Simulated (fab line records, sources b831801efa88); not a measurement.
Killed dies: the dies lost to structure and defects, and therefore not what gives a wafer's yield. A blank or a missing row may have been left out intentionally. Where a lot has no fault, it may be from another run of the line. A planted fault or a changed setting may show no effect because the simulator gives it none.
Chamber matching / flow sky130 / SKY_CONTACT_CMP_27 on cmp-02: 4 sister chambers
The step polishes, stops on SiO2, t overpolish 15 s, target thk 0 nm. 4 wafers are shown with their chamber, then 8 later ones without.

WAFERS PAIRED WITH THEIR CHAMBERS
wafer=L277.6; chamber=3; motor current A (A)=10.4
wafer=L282.2; chamber=0; motor current A (A)=11.8
wafer=L282.5; chamber=2; motor current A (A)=13.2
wafer=L293.2; chamber=1; motor current A (A)=9.5

WAFERS WHOSE CHAMBER IS MISSING
wafer=L293.4; motor current A (A)=9.9
wafer=L293.6; motor current A (A)=10.2
wafer=L294.1; motor current A (A)=11.5
wafer=L294.4; motor current A (A)=9.8
wafer=L294.6; motor current A (A)=12.8
wafer=L298.2; motor current A (A)=10.8
wafer=L298.3; motor current A (A)=12.0
wafer=L298.6; motor current A (A)=8.8

CHAMBER TAKEN BY EACH
wafer=L293.4; from the rows above=can't be placed: 1 or 3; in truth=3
wafer=L293.6; from the rows above=can't be placed: 3 or 1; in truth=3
wafer=L294.1; from the rows above=0; in truth=0
wafer=L294.4; from the rows above=can't be placed: 1 or 3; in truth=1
wafer=L294.6; from the rows above=can't be placed: 2 or 0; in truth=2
wafer=L298.2; from the rows above=can't be placed: 3 or 0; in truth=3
wafer=L298.3; from the rows above=0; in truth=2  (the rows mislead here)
wafer=L298.6; from the rows above=1; in truth=1
2 of 8 placed correctly. Not placeable from these rows: 5 (in 5, the candidates include the true chamber). 1 placed wrongly.
How it was worked out, from the rows above alone: a wafer's distance from a chamber is the root of the sum, over the readings, of the square of ((its reading less the chamber's mean) divided by the reading's scatter). If the next closest chamber is less than 2 further off than the closest, the wafer can't be placed; otherwise it belongs to the closest. The mean given for a chamber averages the wafers shown for that chamber. The scatter: with one shown wafer a chamber, the root of the mean of the squares of how far each hidden wafer lies from its nearest shown one.
